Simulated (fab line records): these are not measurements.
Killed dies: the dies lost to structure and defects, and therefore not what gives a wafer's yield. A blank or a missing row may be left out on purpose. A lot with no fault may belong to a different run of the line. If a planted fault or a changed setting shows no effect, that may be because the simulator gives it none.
fab line records	flow sky130
[record] lots = 24	wafers = 72	lastDay = 50
route steps=708 shown VIA3@576 CAP2M@617 METAL4@629 VIA4@641 METAL5@666
lots that met no fault: taken from a fault-free run of the same line
startH: hours from the record's opening day to when the first of the lot's shown wafers began	waitH: hours elapsed since this lot's preceding step	" repeats the value in the row above	L1.1+2: a single row standing in for several wafers	- no value, or no start was given	* or withheld: withheld	< > ~ a bound
route shown NAME@n: a module of which the file shows steps, and the number in the route of the first	usual: the fault-free wafers' mean and standard deviation	same: alike in all rows	chamber/n: place in a boat	sites: the reading at each site	_std_site: their standard deviation	_edge_site: inner sites' mean taken away from outer sites' mean	radiusMm: for every site, how far away it sits from the centre of the wafer	mask NAME#n: copy n	behind: the last tool/chamber to shape the wafer	hold: why the lot went on hold/how many hours it stayed there/how the hold came to an end	device: which transistor (n, p or np) failed to switch	end of line: the tests these same wafers got at the end of their route	where a step has no rows: the recipe by itself	killed: count of dies lost to structure and defects at first sort (not the wafer's yield)	map: shows each die of a wafer: x if killed, . if not, _ if none is there
set.NAME: the setting as run; set.NAME@STEP: as run at that earlier step	model.NAME: the simulator's own value behind a step, which no gauge read
steps of the route over a sample of lots; a table a step, a row a wafer
services: from which hour (startH, from the record's first day; less than 0 if before it) a tool's chamber was out of use, for how many hours, and why
[[steps]]
[step SKY_VIA3_BOW_MEAS_03]
[recipe] mode = bow
[usual] VIA3_BOW = 81/7.5
lot.wafer	tool	chamber	startH	waitH	VIA3_BOW[um]
L074.3	filmMetro-01	-	896.96	0.1	86
L074.4	"	-	"	"	86
L074.5	"	-	"	"	82
L075.3	filmMetro-01	-	910.88	0.1	93
L075.4	"	-	"	"	83
L075.6	"	-	"	"	69
L076.1	filmMetro-01	-	928.79	0.1	84
L076.2	"	-	"	"	84
L076.3	"	-	"	"	83
L077.2	filmMetro-03	-	936.61	0.2	81
L077.4	"	-	"	"	70
L077.5	"	-	"	"	75
L079.4	filmMetro-01	-	941.17	0.2	95
L079.5	"	-	"	"	91
L079.6	"	-	"	"	75
L078.2	filmMetro-04	-	947.12	0.2	74
L078.3	"	-	"	"	79
L078.4	"	-	"	"	87
L080.2	filmMetro-04	-	952.51	0.2	74
L080.5	"	-	"	"	72
L080.6	"	-	"	"	76
L081.2	filmMetro-04	-	964.56	0.2	83
L081.4	"	-	"	"	77
L081.6	"	-	"	"	81
L082.3	filmMetro-01	-	965.23	0.2	82
L082.5	"	-	"	"	70
L082.6	"	-	"	"	83
L083.3	filmMetro-03	-	967.02	0.2	83
L083.5	"	-	"	"	92
L083.6	"	-	"	"	82
L084.1	filmMetro-01	-	977.10	0.1	74
L084.4	"	-	"	"	86
L084.6	"	-	"	"	75
L085.2	filmMetro-04	-	986.66	0.2	79
L085.3	"	-	"	"	79
L085.6	"	-	"	"	77
L086.3	filmMetro-03	-	991.99	0.2	94
L086.5	"	-	"	"	92
L086.6	"	-	"	"	93
L087.2	filmMetro-03	-	1000.08	0.2	77
L087.3	"	-	"	"	84
L087.6	"	-	"	"	79
L089.3	filmMetro-03	-	1007.18	0.2	70
L089.5	"	-	"	"	69
L089.6	"	-	"	"	80
L088.1	filmMetro-01	-	1010.15	0.1	80
L088.2	"	-	"	"	89
L088.6	"	-	"	"	82
L090.1	filmMetro-03	-	1019.15	0.2	92
L090.3	"	-	"	"	82
L090.5	"	-	"	"	74
L091.1	filmMetro-03	-	1024.74	0.2	81
L091.2	"	-	"	"	88
L091.6	"	-	"	"	90
L092.1	filmMetro-04	-	1028.17	0.2	68
L092.4	"	-	"	"	78
L092.6	"	-	"	"	79
L093.2	filmMetro-04	-	1035.94	0.3	78
L093.4	"	-	"	"	78
L093.6	"	-	"	"	83
L094.2	filmMetro-01	-	1045.19	0.2	92
L094.5	"	-	"	"	76
L094.6	"	-	"	"	76
L095.2	filmMetro-01	-	1045.58	0.1	83
L095.5	"	-	"	"	76
L095.6	"	-	"	"	85
L096.1	filmMetro-04	-	1050.26	0.2	86
L096.2	"	-	"	"	78
L096.6	"	-	"	"	81
L097.1	filmMetro-03	-	1059.66	0.2	87
L097.5	"	-	"	"	89
L097.6	"	-	"	"	97
[step SKY_VIA3_CD_MEAS_12]
[recipe] targetCdNm = 200
[usual] cdNm = 199.7/1.5
lot.wafer	tool	chamber	startH	waitH	cdNm
L074.3	cdSem-01	-	921.14	-	199.8
L074.4	"	-	"	"	199.8
L074.5	"	-	"	"	197.6
L075.3	cdSem-02	-	935.35	-	198.2
L075.4	"	-	"	"	197.9
L075.6	"	-	"	"	197.4
L076.1	cdSem-01	-	953.50	-	200.1
L076.2	"	-	"	"	201.1
L076.3	"	-	"	"	200.9
L077.2	cdSem-01	-	960.68	-	201.0
L077.4	"	-	"	"	199.6
L077.5	"	-	"	"	199.7
L079.4	cdSem-02	-	965.71	-	202.2
L079.5	"	-	"	"	201.5
L079.6	"	-	"	"	202.2
L078.2	cdSem-01	-	971.87	-	201.0
L078.3	"	-	"	"	201.4
L078.4	"	-	"	"	200.3
L080.2	cdSem-02	-	976.43	-	200.8
L080.5	"	-	"	"	200.3
L080.6	"	-	"	"	202.0
L081.2	cdSem-02	-	988.14	-	197.1
L081.4	"	-	"	"	196.3
L081.6	"	-	"	"	196.5
L082.3	cdSem-01	-	989.09	-	200.1
L082.5	"	-	"	"	201.3
L082.6	"	-	"	"	200.5
L083.3	cdSem-02	-	990.65	-	196.7
L083.5	"	-	"	"	198.4
L083.6	"	-	"	"	197.9
L084.1	cdSem-01	-	1000.62	-	198.9
L084.4	"	-	"	"	199.1
L084.6	"	-	"	"	199.8
L085.2	cdSem-01	-	1009.59	-	198.6
L085.3	"	-	"	"	196.6
L085.6	"	-	"	"	199.4
L086.3	cdSem-01	-	1015.41	-	202.3
L086.5	"	-	"	"	201.1
L086.6	"	-	"	"	201.2
L087.2	cdSem-02	-	1023.07	-	200.3
L087.3	"	-	"	"	198.0
L087.6	"	-	"	"	198.7
L089.3	cdSem-02	-	1029.54	-	198.3
L089.5	"	-	"	"	199.4
L089.6	"	-	"	"	198.0
L088.1	cdSem-02	-	1032.77	-	199.5
L088.2	"	-	"	"	199.4
L088.6	"	-	"	"	198.5
L090.1	cdSem-01	-	1041.50	-	199.6
L090.3	"	-	"	"	200.4
L090.5	"	-	"	"	200.8
L091.1	cdSem-01	-	1047.22	-	198.6
L091.2	"	-	"	"	199.4
L091.6	"	-	"	"	199.4
L092.1	cdSem-01	-	1050.45	-	198.9
L092.4	"	-	"	"	196.6
L092.6	"	-	"	"	198.5
L093.2	cdSem-01	-	1058.09	-	200.4
L093.4	"	-	"	"	200.0
L093.6	"	-	"	"	199.7
L094.2	cdSem-01	-	1067.04	-	200.5
L094.5	"	-	"	"	200.7
L094.6	"	-	"	"	201.0
L095.2	cdSem-01	-	1067.28	-	200.1
L095.5	"	-	"	"	200.0
L095.6	"	-	"	"	200.4
L096.1	cdSem-01	-	1070.92	-	200.3
L096.2	"	-	"	"	201.5
L096.6	"	-	"	"	200.2
L097.1	cdSem-01	-	1080.15	-	202.7
L097.5	"	-	"	"	201.3
L097.6	"	-	"	"	201.3
[step SKY_CAP2M_STRIP_14]
[recipe] chemistry = O2/N2	powerW = 1400	pressureMtorr = 1500	platenTempC = withheld	o2FlowSccm = 3000	n2FlowSccm = 300	overashFraction = 0.5
[usual] drypumpMotorCurrentA = 5.4/0.36	oesProductAu = 0.710/0.0046	stripTimeToEndpointS = 12.66/0.046
lot.wafer	tool	chamber	startH	waitH	drypumpMotorCurrentA	oesProductAu	rfHoursCounterH	stripTimeToEndpointS
L074.3	plasmaAsher-01	1	946.83	0.1	4.9	0.708	-	12.71
L074.4	"	0	"	"	5.4	0.722	-	12.71
L074.5	"	0	"	"	5.4	0.713	-	12.75
L075.3	plasmaAsher-02	0	961.78	0.1	6.1	0.707	-	12.63
L075.4	"	1	"	"	5.4	0.704	-	12.68
L075.6	"	0	"	"	6.1	0.711	-	12.67
L076.1	plasmaAsher-02	1	979.32	0.1	5.4	0.715	55	12.55
L076.2	"	0	"	"	6.0	0.716	55	12.64
L076.3	"	1	"	"	5.4	0.718	-	12.61
L077.2	plasmaAsher-04	1	986.52	0.1	5.4	0.710	25	12.62
L077.4	"	0	"	"	5.1	0.707	-	12.65
L077.5	"	1	"	"	5.4	0.708	-	12.69
L079.4	plasmaAsher-01	1	991.10	0.1	4.9	0.708	-	12.65
L079.5	"	0	"	"	5.4	0.715	-	12.68
L079.6	"	1	"	"	4.9	0.702	-	12.67
L078.2	plasmaAsher-04	1	997.07	0.1	5.4	0.721	26	12.72
L078.3	"	0	"	"	5.1	0.703	-	12.65
L078.4	"	1	"	"	5.4	0.709	-	12.67
L080.2	plasmaAsher-02	0	1001.66	0.1	6.0	0.707	57	12.64
L080.5	"	1	"	"	5.3	0.714	-	12.62
L080.6	"	0	"	"	6.0	0.704	-	12.72
L081.2	plasmaAsher-01	1	1013.07	0.1	4.9	0.709	118	12.64
L081.4	"	1	"	"	4.9	0.712	-	12.63
L081.6	"	0	"	"	5.4	0.719	-	12.63
L082.3	plasmaAsher-02	1	1013.40	0.1	5.3	0.705	-	12.57
L082.5	"	0	"	"	6.0	0.708	-	12.61
L082.6	"	1	"	"	5.3	0.709	-	12.58
L083.3	plasmaAsher-04	1	1015.85	0.1	5.4	0.713	-	12.58
L083.5	"	0	"	"	5.1	0.716	-	12.59
L083.6	"	1	"	"	5.4	0.712	-	12.59
L084.1	plasmaAsher-04	1	1025.49	0.1	5.4	0.705	28	12.70
L084.4	"	0	"	"	5.1	0.709	-	12.69
L084.6	"	0	"	"	5.1	0.706	-	12.72
L085.2	plasmaAsher-04	0	1033.94	0.1	5.1	0.711	29	12.66
L085.3	"	1	"	"	5.4	0.707	-	12.68
L085.6	"	1	"	"	5.4	0.708	-	12.71
L086.3	plasmaAsher-02	0	1039.93	0.1	6.1	0.701	-	12.64
L086.5	"	0	"	"	6.0	0.708	-	12.65
L086.6	"	1	"	"	5.3	0.710	-	12.60
L087.2	plasmaAsher-04	0	1047.01	0.1	5.1	0.710	31	12.73
L087.3	"	1	"	"	5.4	0.701	-	12.72
L087.6	"	1	"	"	5.4	0.708	-	12.78
L089.3	plasmaAsher-04	1	1053.28	0.1	5.4	0.710	-	12.67
L089.5	"	1	"	"	5.4	0.711	-	12.67
L089.6	"	0	"	"	5.1	0.715	-	12.69
L088.1	plasmaAsher-04	0	1057.07	0.1	5.1	0.713	32	12.67
L088.2	"	1	"	"	5.4	0.713	32	12.66
L088.6	"	0	"	"	5.1	0.720	-	12.66
L090.1	plasmaAsher-01	0	1064.94	0.1	5.4	0.705	0	12.74
L090.3	"	1	"	"	4.9	0.712	-	12.72
L090.5	"	1	"	"	4.8	0.709	-	12.74
L091.1	plasmaAsher-02	0	1070.39	0.1	6.0	0.713	64	12.65
L091.2	"	1	"	"	5.3	0.711	64	12.58
L091.6	"	1	"	"	5.3	0.715	-	12.65
L092.1	plasmaAsher-02	0	1073.86	0.1	6.0	0.714	64	12.61
L092.4	"	0	"	"	6.0	0.712	-	12.61
L092.6	"	1	"	"	5.3	0.708	-	12.63
L093.2	plasmaAsher-02	0	1080.57	0.1	6.0	0.714	65	12.71
L093.4	"	1	"	"	5.4	0.711	-	12.65
L093.6	"	1	"	"	5.4	0.716	-	12.69
L094.2	plasmaAsher-02	1	1089.86	0.1	5.3	0.716	66	12.72
L094.5	"	0	"	"	6.0	0.709	-	12.72
L094.6	"	1	"	"	5.3	0.718	-	12.73
L095.2	plasmaAsher-04	0	1090.16	0.1	5.1	0.706	36	12.66
L095.5	"	1	"	"	5.4	0.708	-	12.69
L095.6	"	0	"	"	5.1	0.706	-	12.71
L096.1	plasmaAsher-01	1	1093.16	0.1	4.9	0.713	3	12.62
L096.2	"	0	"	"	5.5	0.722	3	12.63
L096.6	"	1	"	"	4.9	0.717	-	12.66
L097.1	plasmaAsher-02	1	1102.40	0.1	5.3	0.713	67	12.65
L097.5	"	0	"	"	6.0	0.710	-	12.65
L097.6	"	1	"	"	5.3	0.714	-	12.69
[step SKY_METAL4_CD_MEAS_13]
[recipe] targetCdNm = 300
[usual] cdNm = 299.9/1.5
lot.wafer	tool	chamber	startH	waitH	cdNm
L074.3	cdSem-02	-	971.67	-	302.6
L074.4	"	-	"	"	303.5
L074.5	"	-	"	"	302.1
L075.3	cdSem-02	-	985.85	-	300.5
L075.4	"	-	"	"	299.7
L075.6	"	-	"	"	298.7
L076.1	cdSem-01	-	1003.03	-	297.6
L076.2	"	-	"	"	296.7
L076.3	"	-	"	"	297.2
L077.2	cdSem-01	-	1010.97	-	300.5
L077.4	"	-	"	"	299.7
L077.5	"	-	"	"	299.9
L079.4	cdSem-01	-	1015.16	-	300.0
L079.5	"	-	"	"	300.1
L079.6	"	-	"	"	299.2
L078.2	cdSem-01	-	1020.90	-	299.6
L078.3	"	-	"	"	300.3
L078.4	"	-	"	"	300.3
L080.2	cdSem-02	-	1025.24	-	297.9
L080.5	"	-	"	"	300.3
L080.6	"	-	"	"	298.7
L081.2	cdSem-01	-	1036.65	-	299.1
L081.4	"	-	"	"	298.2
L081.6	"	-	"	"	300.1
L082.3	cdSem-01	-	1037.19	-	301.2
L082.5	"	-	"	"	303.0
L082.6	"	-	"	"	301.9
L083.3	cdSem-01	-	1039.14	-	302.3
L083.5	"	-	"	"	302.6
L083.6	"	-	"	"	302.8
L084.1	cdSem-01	-	1047.78	-	297.2
L084.4	"	-	"	"	298.0
L084.6	"	-	"	"	296.4
L085.2	cdSem-01	-	1056.72	-	299.9
L085.3	"	-	"	"	300.6
L085.6	"	-	"	"	300.5
L086.3	cdSem-01	-	1062.09	-	298.2
L086.5	"	-	"	"	298.7
L086.6	"	-	"	"	298.5
L087.2	cdSem-01	-	1069.14	-	300.2
L087.3	"	-	"	"	300.3
L087.6	"	-	"	"	300.9
L089.3	cdSem-01	-	1075.24	-	299.5
L089.5	"	-	"	"	299.4
L089.6	"	-	"	"	298.3
L088.1	cdSem-01	-	1078.40	-	300.2
L088.2	"	-	"	"	298.9
L088.6	"	-	"	"	298.7
L090.1	cdSem-02	-	1086.40	-	301.0
L090.3	"	-	"	"	299.8
L090.5	"	-	"	"	300.5
L091.1	cdSem-02	-	1091.78	-	297.3
L091.2	"	-	"	"	298.0
L091.6	"	-	"	"	298.7
L092.1	cdSem-01	-	1095.00	-	301.0
L092.4	"	-	"	"	299.6
L092.6	"	-	"	"	300.1
L093.2	cdSem-02	-	1102.22	-	300.8
L093.4	"	-	"	"	299.1
L093.6	"	-	"	"	300.7
L094.2	cdSem-01	-	1111.10	-	300.6
L094.5	"	-	"	"	300.9
L094.6	"	-	"	"	302.0
L095.2	cdSem-01	-	1111.34	-	299.1
L095.5	"	-	"	"	300.4
L095.6	"	-	"	"	300.7
L096.1	cdSem-02	-	1114.67	-	300.6
L096.2	"	-	"	"	300.6
L096.6	"	-	"	"	299.5
L097.1	cdSem-02	-	1122.75	-	300.7
L097.5	"	-	"	"	301.6
L097.6	"	-	"	"	300.5
[step SKY_VIA4_CMP_02]
[recipe] material = SiO2	downForcePsi = 4	platenRpm = 60	padVelocityMS = 0.94248
[usual] motorCurrentA = 11.6/1.1	platenRpm = 60.00/0.038
lot.wafer	tool	chamber	startH	waitH	motorCurrentA	platenRpm
L074.3	cmp-01	0	973.04	0.1	9.9	60.01
L074.4	"	1	"	"	10.6	59.97
L074.5	"	3	"	"	12.2	60.04
L075.4	cmp-02	1	987.18	0.1	11.9	60.02
L075.3	"	2	"	"	12.7	59.97
L075.6	"	1	"	"	11.3	60.02
L076.2	cmp-02	3	1004.35	0.0	11.6	59.93
L076.1	"	1	"	"	11.2	59.99
L076.3	"	2	"	"	11.9	59.98
L077.2	cmp-02	2	1012.31	0.1	12.8	60.04
L077.4	"	3	"	"	12.4	59.94
L077.5	"	2	"	"	12.9	60.00
L079.4	cmp-01	2	1016.80	0.4	12.8	59.99
L079.5	"	3	"	"	12.4	60.03
L079.6	"	0	"	"	9.6	59.97
L078.4	cmp-02	2	1022.26	0.0	12.1	59.95
L078.3	"	3	"	"	12.2	60.01
L078.2	"	1	"	"	11.5	60.06
L080.2	cmp-02	0	1026.72	0.2	12.5	60.01
L080.6	"	1	"	"	11.5	60.01
L080.5	"	2	"	"	13.0	59.97
L081.4	cmp-01	2	1038.07	0.1	12.6	60.04
L081.2	"	3	"	"	12.6	59.92
L081.6	"	2	"	"	12.5	60.08
L082.3	cmp-02	3	1038.56	0.1	12.7	59.91
L082.6	"	2	"	"	12.5	60.03
L082.5	"	3	"	"	12.2	59.98
L083.3	cmp-01	1	1040.49	0.1	9.6	59.95
L083.6	"	0	"	"	9.4	60.05
L083.5	"	1	"	"	10.7	60.02
L084.4	cmp-02	2	1049.14	0.1	12.7	60.02
L084.1	"	0	"	"	11.5	60.04
L084.6	"	2	"	"	12.7	60.05
L085.3	cmp-01	1	1058.14	0.0	10.1	60.01
L085.2	"	3	"	"	12.3	59.98
L085.6	"	2	"	"	13.0	59.97
L086.3	cmp-01	1	1063.51	0.2	10.0	60.01
L086.6	"	2	"	"	12.6	60.05
L086.5	"	3	"	"	12.4	59.99
L087.2	cmp-01	3	1070.48	0.1	12.6	60.01
L087.3	"	1	"	"	10.0	60.01
L087.6	"	3	"	"	12.3	60.01
L089.3	cmp-02	2	1076.74	0.1	12.5	60.08
L089.6	"	0	"	"	11.7	59.97
L089.5	"	1	"	"	11.7	60.00
L088.2	cmp-01	1	1080.50	0.1	10.3	59.94
L088.1	"	2	"	"	12.7	60.09
L088.6	"	0	"	"	10.1	60.03
L090.1	cmp-01	0	1087.94	0.1	9.6	59.95
L090.3	"	2	"	"	12.3	59.94
L090.5	"	3	"	"	11.9	60.00
L091.2	cmp-01	0	1093.39	0.3	9.6	60.00
L091.1	"	1	"	"	9.9	59.98
L091.6	"	3	"	"	12.8	60.02
L092.4	cmp-01	3	1096.31	0.0	11.8	60.00
L092.1	"	0	"	"	10.1	59.99
L092.6	"	0	"	"	9.7	60.02
L093.4	cmp-02	0	1103.52	0.0	11.8	60.01
L093.2	"	3	"	"	12.4	59.98
L093.6	"	0	"	"	12.1	60.00
L094.2	cmp-02	1	1112.84	0.3	11.5	60.02
L094.5	"	2	"	"	13.1	60.02
L094.6	"	3	"	"	12.2	60.00
L095.2	cmp-02	1	1112.99	0.4	11.6	60.02
L095.6	"	1	"	"	11.5	59.99
L095.5	"	2	"	"	12.4	60.02
L096.1	cmp-01	0	1116.16	0.1	9.8	60.05
L096.2	"	2	"	"	13.0	60.03
L096.6	"	0	"	"	9.6	59.98
L097.1	cmp-02	2	1124.06	0.1	11.8	59.98
L097.6	"	2	"	"	12.1	60.01
L097.5	"	3	"	"	11.1	60.00
[step SKY_METAL5_RS_MEAS_05]
[recipe] thkMeasGauge = four-point-probe	reads = TiN_of_METAL5_SPUTTER_04+Ti_of_METAL5_SPUTTER_03+AlCu_of_METAL5_SPUTTER_02+TiN_of_METAL5_SPUTTER_01+Ti_of_METAL5_SPUTTER_00
[usual] METAL5_ALCU_RS = 0.02719/0.00021
lot.wafer	tool	chamber	startH	waitH	METAL5_ALCU_RS[ohm/sq]
L074.3	filmMetro-04	-	998.26	0.1	0.02725
L074.4	"	-	"	"	0.02711
L074.5	"	-	"	"	0.02713
L075.3	filmMetro-01	-	1012.36	0.1	0.02707
L075.4	"	-	"	"	0.02727
L075.6	"	-	"	"	0.02714
L076.1	filmMetro-01	-	1028.56	0.0	0.02719
L076.2	"	-	"	"	0.02715
L076.3	"	-	"	"	0.02723
L077.2	filmMetro-02	-	1036.88	0.0	0.02731
L077.4	"	-	"	"	0.02723
L077.5	"	-	"	"	0.02728
L079.4	filmMetro-02	-	1040.80	0.1	0.02727
L079.5	"	-	"	"	0.02745
L079.6	"	-	"	"	0.02756
L078.2	filmMetro-02	-	1046.65	0.0	0.02708
L078.3	"	-	"	"	0.02666
L078.4	"	-	"	"	0.0271
L080.2	filmMetro-04	-	1050.53	0.0	0.02755
L080.5	"	-	"	"	0.02729
L080.6	"	-	"	"	0.02746
L081.2	filmMetro-04	-	1062.00	0.0	0.02723
L081.4	"	-	"	"	0.02716
L081.6	"	-	"	"	0.02714
L082.3	filmMetro-01	-	1062.32	0.1	0.02715
L082.5	"	-	"	"	0.02746
L082.6	"	-	"	"	0.02763
L083.3	filmMetro-04	-	1064.31	0.1	0.02736
L083.5	"	-	"	"	0.02739
L083.6	"	-	"	"	0.02715
L084.1	filmMetro-02	-	1072.16	0.0	0.02718
L084.4	"	-	"	"	0.02726
L084.6	"	-	"	"	0.02735
L085.2	filmMetro-02	-	1080.61	0.0	0.02735
L085.3	"	-	"	"	0.02728
L085.6	"	-	"	"	0.02722
L086.3	filmMetro-01	-	1086.62	0.1	0.02672
L086.5	"	-	"	"	0.02676
L086.6	"	-	"	"	0.02692
L087.2	filmMetro-02	-	1092.79	0.0	0.02718
L087.3	"	-	"	"	0.02728
L087.6	"	-	"	"	0.02734
L089.3	filmMetro-01	-	1098.69	0.1	0.02688
L089.5	"	-	"	"	0.02672
L089.6	"	-	"	"	0.02686
L088.1	filmMetro-04	-	1103.71	0.0	0.02718
L088.2	"	-	"	"	0.02703
L088.6	"	-	"	"	0.02715
L090.1	filmMetro-01	-	1110.16	0.0	0.02707
L090.3	"	-	"	"	0.0271
L090.5	"	-	"	"	0.02709
L091.1	filmMetro-02	-	1116.06	0.0	0.02695
L091.2	"	-	"	"	0.02708
L091.6	"	-	"	"	0.02723
L092.1	filmMetro-01	-	1118.13	0.0	0.02698
L092.4	"	-	"	"	0.02717
L092.6	"	-	"	"	0.02725
L093.2	filmMetro-02	-	1125.56	0.0	0.02721
L093.4	"	-	"	"	0.02724
L093.6	"	-	"	"	0.02723
L094.2	filmMetro-02	-	1133.91	0.0	0.02683
L094.5	"	-	"	"	0.02697
L094.6	"	-	"	"	0.0272
L095.2	filmMetro-02	-	1134.50	0.0	0.02695
L095.5	"	-	"	"	0.02733
L095.6	"	-	"	"	0.02733
L096.1	filmMetro-04	-	1137.46	0.0	0.02718
L096.2	"	-	"	"	0.02727
L096.6	"	-	"	"	0.02728
L097.1	filmMetro-04	-	1144.96	0.0	0.02717
L097.5	"	-	"	"	0.02743
L097.6	"	-	"	"	0.02735
[[services]]
tool	chamber	startH	hours	kind
cmp-01	-	923.87	5.3	pm
plasmaAsher-02	-	992.71	0.5	repair
cmp-02	-	996.36	1.1	repair
cmp-02	-	1013.51	3.9	pm
plasmaAsher-01	-	1021.03	1.9	repair
cmp-01	-	1027.10	0.5	repair
plasmaAsher-01	-	1033.50	4.4	repair
plasmaAsher-02	-	1048.99	0.6	repair
plasmaAsher-02	-	1052.70	3.9	repair
plasmaAsher-01	-	1055.25	9.0	pm
plasmaAsher-01	0	1055.25	9.0	ventCycle
plasmaAsher-01	1	1055.25	9.0	ventCycle
cmp-01	-	1055.60	0.8	repair
plasmaAsher-01	0	1064.25	-	clean
plasmaAsher-01	1	1064.25	-	clean
cmp-02	-	1084.00	4.0	pm
cmp-02	-	1088.00	-	consumableReplace:conditioner
cmp-02	-	1088.00	-	consumableReplace:pad
plasmaAsher-04	-	1111.99	3.7	repair
cmp-01	-	1112.35	2.2	repair
[[key]]
fault none
